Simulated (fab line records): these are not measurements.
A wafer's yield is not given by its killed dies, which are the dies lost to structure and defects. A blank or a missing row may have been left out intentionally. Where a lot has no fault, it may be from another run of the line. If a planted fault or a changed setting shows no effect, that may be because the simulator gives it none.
One fault through the eyes of 2 desks :: flow gf180mcu :: every desk sees just its own numbers, and what lay behind them comes last

== FROM THE METROLOGY DESK ==
Lot by lot, what the gauges showed, no matter which tool ran the lot: averages of those sampled wafers that carry a number. Marked OUT: a lot whose mean sits more than 4 standard deviations from the usual mean, which makes it out of limits; the brackets give that distance.
Columns: A = cd nm at GF_V1_CD_MEAS_14, usual 260.0 nm; B = V1_OVL at GF_V1_OVL_MEAS_15, usual 3 nm
lot: L692
first seen here: day 19 17:24
A: 258.3
B: 2

lot: L701
first seen here: day 23 01:05
A: 261.5
B: -1

lot: L703
first seen here: day 23 19:10
A: 256.3
B: 3

lot: L704
first seen here: day 24 01:17
A: 260.6
B: 4

lot: L706
first seen here: day 24 16:47
A: 259.8
B: 0

lot: L711
first seen here: day 26 15:55
A: 258.6
B: 6
This desk's verdict: no lot among the 6 shows anything out of limits.

== THE TOOL OWNER'S DESK: pvd sputter-02 ==
The tool's own readings at GF_V1_SPUTTER_21 (material Ti, target thk 15 nm, time 80.02 s): means of the sampled wafers that have a number, for each lot that ran on this tool. Marked OUT: a lot whose mean sits more than 4 standard deviations from the usual mean, which makes it out of limits; the brackets give that distance.
Columns: A = throttle valve pct at GF_V1_SPUTTER_21, usual 30.0 %
lot: L692
first seen here: day 19 18:12
A: 29.6

lot: L701
first seen here: day 23 01:53
A: 30.3

lot: L703
first seen here: day 23 19:58
A: 29.2
This desk's verdict: no lot among the 3 shows anything out of limits.

== PUT TOGETHER ==
From the metrology desk's view, nothing was out of limits.
The tool owner's desk saw nothing out of limits.

== WHAT THE SIMULATOR PUT IN ==
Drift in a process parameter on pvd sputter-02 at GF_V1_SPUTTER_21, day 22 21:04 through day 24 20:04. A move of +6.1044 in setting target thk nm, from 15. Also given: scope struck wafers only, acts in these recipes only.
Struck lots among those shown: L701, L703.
